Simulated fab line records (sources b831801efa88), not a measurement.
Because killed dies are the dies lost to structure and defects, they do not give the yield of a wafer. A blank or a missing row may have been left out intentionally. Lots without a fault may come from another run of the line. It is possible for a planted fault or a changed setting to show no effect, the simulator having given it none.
Matching of chambers + flow gf180mcu + GF_V2_CMP_26 on cmp-01 has 4 sister chambers
The step polishes, stops on SiO2, t overpolish 15 s, target thk 0 nm. 22 wafers are shown with their chamber, then 11 later ones without.

== WAFERS WITH THEIR CHAMBER ==
| wafer  | chamber | time to endpoint s (s) | motor current A (A) | overpolish run s (s) |
|--------|---------|------------------------|---------------------|----------------------|
| L075.1 | 1       | 83                     | 10.6                | 15.015               |
| L075.2 | 3       | 87                     | 10.4                | 15.002               |
| L075.5 | 2       | 81                     | 10.8                | 14.983               |
| L077.2 | 0       | 85                     | 11.8                | 14.995               |
| L077.3 | 2       | 77                     | 10.7                | 15.007               |
| L077.6 | 0       | 82                     | 11.0                | 15.002               |
| L078.1 | 1       | 88                     | 11.0                | 14.991               |
| L078.2 | 0       | 89                     | 11.3                | 14.984               |
| L078.5 | 2       | 84                     | 10.0                | 14.998               |
| L081.1 | 0       | 93                     | 11.2                | 14.999               |
| L081.4 | 2       | 84                     | 10.5                | 15.007               |
| L081.6 | 3       | 92                     | 11.1                | 14.991               |
| L086.1 | 0       | 93                     | 10.6                | 15.000               |
| L086.3 | 3       | 89                     | 10.6                | 14.995               |
| L086.4 | 2       | 82                     | 10.7                | 14.978               |
| L087.3 | 3       | 92                     | 10.4                | 14.987               |
| L087.4 | 1       | 83                     | 10.6                | 14.997               |
| L087.5 | 3       | 87                     | 10.8                | 15.019               |
| L088.2 | 1       | 84                     | 10.8                | 15.015               |
| L088.4 | 2       | 84                     | 11.1                | 14.989               |
| L088.6 | 1       | 84                     | 10.5                | 15.002               |
| L090.2 | 0       | 90                     | 10.8                | 14.999               |

SIGNATURES, as means of the wafers listed above
| reading            | chamber 0 | chamber 1 | chamber 2 | chamber 3 | scatter within a chamber |
|--------------------|-----------|-----------|-----------|-----------|--------------------------|
| time to endpoint s | 88.67     | 84.40     | 82.00     | 89.40     | 3.14                     |
| motor current A    | 11.117    | 10.700    | 10.633    | 10.660    | 0.339                    |
| overpolish run s   | 14.99650  | 15.00400  | 14.99367  | 14.99880  | 0.0107                   |
Rule: distance of a wafer from a chamber = root of the sum over the readings of ((wafer's reading minus chamber's mean) / reading's scatter) squared. If the next closest chamber is less than 2 further off than the closest, the wafer can't be placed; otherwise it belongs to the closest. How the scatter is found: for the shown wafers, subtract from each reading the mean of its chamber, square and add these, divide the total by (wafers less chambers), then take the root.

== WAFERS WHOSE CHAMBER IS MISSING ==
| wafer  | time to endpoint s (s) | motor current A (A) | overpolish run s (s) |
|--------|------------------------|---------------------|----------------------|
| L090.4 | 81                     | 11.0                | 15.008               |
| L090.5 | 82                     | 11.0                | 15.012               |
| L092.1 | 86                     | 10.7                | 14.995               |
| L092.2 | 83                     | 10.2                | 15.003               |
| L092.5 | 80                     | 10.7                | 14.978               |
| L094.1 | 91                     | 10.8                | 14.998               |
| L094.2 | 90                     | 11.2                | 15.010               |
| L094.3 | 85                     | 10.5                | 15.005               |
| L097.1 | 82                     | 11.1                | 14.995               |
| L097.2 | 90                     | 10.0                | 15.016               |
| L097.4 | 89                     | 11.1                | 14.994               |

== WHICH CHAMBER EACH WENT THROUGH ==
| wafer  | from the rows above               | in truth |
|--------|-----------------------------------|----------|
| L090.4 | can't be placed: 1 or 2 or 0 or 3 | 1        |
| L090.5 | can't be placed: 1 or 2 or 0 or 3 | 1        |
| L092.1 | can't be placed: 1 or 3 or 2 or 0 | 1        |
| L092.2 | can't be placed: 1 or 2 or 3 or 0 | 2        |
| L092.5 | can't be placed: 2 or 1 or 0 or 3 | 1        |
| L094.1 | can't be placed: 3 or 0 or 1      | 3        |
| L094.2 | can't be placed: 0 or 3 or 1      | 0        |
| L094.3 | can't be placed: 1 or 2 or 3 or 0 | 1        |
| L097.1 | can't be placed: 2 or 1 or 0 or 3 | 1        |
| L097.2 | can't be placed: 3 or 1 or 2 or 0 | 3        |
| L097.4 | can't be placed: 0 or 3 or 1      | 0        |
Placed correctly: 0 of 11. Can't be placed from these rows: 11 (the true chamber is among the candidates in 11). Placed wrongly: 0.
